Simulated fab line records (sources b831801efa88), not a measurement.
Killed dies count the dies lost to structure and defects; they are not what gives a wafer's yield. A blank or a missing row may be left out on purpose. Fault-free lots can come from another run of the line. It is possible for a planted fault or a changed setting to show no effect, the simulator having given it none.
A struck lot beside a sound one / flow sky130 / 35 steps out of a route of 708
Sound: wafers L216.1, L216.2, L216.5. Struck: wafers L228.1, L228.2, L228.3. Last of all comes the cause.
At each step with rows: each side's tool, then ch and its chambers, then its first start. Under that, the readings that differ: sound wafers / struck wafers / difference of the means / sigmas: that difference in standard deviations of wafers without a fault.
alike: readings whose means differ by less than 2 such deviations, and words and numbers that are the same on both sides. not compared: withheld readings, readings that some wafer has no value for, bounds like >300 that may hide the same value, and numbers for which the record gives no deviation and whose values overlap.
A row with sigmas, a row that says differs or no value, or rows on one side alone: a step with any of these is where the two part. Numbers that have no deviation but don't overlap get no sigmas and don't part them. Lack of a reading on every wafer of one side parts them only where that side has two or more wafers.

first, 9 steps without rows for these wafers: SKY_VT_ADJUST_NCORE_STRIP_10 (strips in O2/N2); SKY_VT_ADJUST_HVTR_DEHYDRATE_00 (time 60 s); SKY_VT_ADJUST_HVTR_HMDS_01 (prime time 60 s); SKY_VT_ADJUST_HVTR_COAT_02 (resist thk 1140 nm); SKY_VT_ADJUST_HVTR_SOFTBAKE_03 (time 60 s); SKY_VT_ADJUST_HVTR_EXPOSE_04 (exposes mask HVTRM, target cd 380 nm); SKY_VT_ADJUST_HVTR_PEB_05; SKY_VT_ADJUST_HVTR_DEVELOP_06 (develop time 60 s); SKY_VT_ADJUST_HVTR_IMPLANT_09.
SKY_VT_ADJUST_HVTR_STRIP_10: strips in O2/N2.
  sound on plasmaAsher-04 ch 0,1, day 9 13:13; struck on plasmaAsher-04 ch 0,1, day 13 12:08
  alike: chamberPressureMTorr, drypumpMotorCurrentA, oesProductAu, stripTimeToEndpointS
  not compared: rfHoursCounterH
then, 22 steps without rows for these wafers: SKY_VT_ADJUST_PCH_DEHYDRATE_00 (time 60 s); SKY_VT_ADJUST_PCH_HMDS_01 (prime time 60 s); SKY_VT_ADJUST_PCH_COAT_02 (resist thk 3000 nm); SKY_VT_ADJUST_PCH_SOFTBAKE_03; SKY_VT_ADJUST_PCH_EXPOSE_04 (exposes mask NWM, target cd 840 nm); SKY_VT_ADJUST_PCH_PEB_05; SKY_VT_ADJUST_PCH_DEVELOP_06 (develop time 60 s); SKY_VT_ADJUST_PCH_IMPLANT_08; SKY_VT_ADJUST_PCH_STRIP_09 (strips in O2/N2); SKY_SONOS_TUNNEL_DEHYDRATE_00 (time 60 s); SKY_SONOS_TUNNEL_HMDS_01 (prime time 60 s); SKY_SONOS_TUNNEL_COAT_02 (resist thk 1140 nm); SKY_SONOS_TUNNEL_SOFTBAKE_03 (time 60 s); SKY_SONOS_TUNNEL_EXPOSE_04 (exposes mask TUNM, target cd 410 nm); SKY_SONOS_TUNNEL_PEB_05; SKY_SONOS_TUNNEL_DEVELOP_06 (develop time 60 s); SKY_SONOS_TUNNEL_IMPLANT_09; SKY_SONOS_TUNNEL_WET_ETCH_10 (etches SiO2 in dHF, target depth 14 nm, time 280 s); SKY_SONOS_TUNNEL_STRIP_11 (strips in SPM, time 600 s); SKY_SONOS_TUNNEL_CLEAN_13 (cleans in dHF, time 20 s); SKY_SONOS_ONO_OXIDATION_00 (stabilise 600 s, purge 300 s, target thk 2.6 nm); SKY_SONOS_ONO_CVD_02 (deposits Si3N4 from DCS/NH3, target thk 10.5 nm, time 180 s).
-- record jumps: 20 days separate the struck wafers' starts on either side; left off in module SONOS_ONO, taken up again in module LI_CONTACT, whose first shown step is the route's number 376 --
SKY_LI_CONTACT_ETCH_14: etches BARC in N2/H2, stops on SiO2, time 45.9 s, target depth 60 nm.
  sound on rieDiel-02 ch 1,3, day 29 05:01; struck on rieDiel-03 ch 0,1,2, day 33 13:38
  alike: chamberPressureMTorr, drypumpMotorCurrentA, oesProductAu, throttleValvePct
  not compared: rfHoursCounterH, model.LI_CONTACT.cdNm
SKY_LI_CONTACT_ETCH_15: etches PSG in C4F8/O2/Ar, stops on Si, target depth 600 nm.
  sound on rieDiel-02 ch 1,3, day 29 05:04; struck on rieDiel-03 ch 0,1,2, day 33 13:41
reading=oesProductAu (a.u.); sound=0.837 0.833 0.831; struck=0.844 0.843 0.847; difference=+0.011; sigmas=+2
  alike: chamberPressureMTorr
  not compared: model.LI_CONTACT.cdNm
-- record jumps: 15 days separate the struck wafers' starts on either side; left off in module LI_CONTACT, taken up again in module PAD_OPEN, whose first shown step is the route's number 708 --
SKY_PAD_OPEN_PROBE_99:
  sound on prober-01 at day 45 15:49; struck on prober-01 at day 49 00:22
reading=killedAtFrontEnd; sound=16 14 23; struck=58 31 34; difference=+23; sigmas=+6
reading=killedDies; sound=79 95 87; struck=120 98 111; difference=+23; sigmas=+2
  alike: killed_at_M0_to_M3, killed_at_M4_up, killedAtContacts, killedAtOther, killedOpen, killedShort

== WHERE THEY PART ==
Earliest at SKY_LI_CONTACT_ETCH_15; latest, in this record, at SKY_PAD_OPEN_PROBE_99.

WHY: what had been put in by the simulator
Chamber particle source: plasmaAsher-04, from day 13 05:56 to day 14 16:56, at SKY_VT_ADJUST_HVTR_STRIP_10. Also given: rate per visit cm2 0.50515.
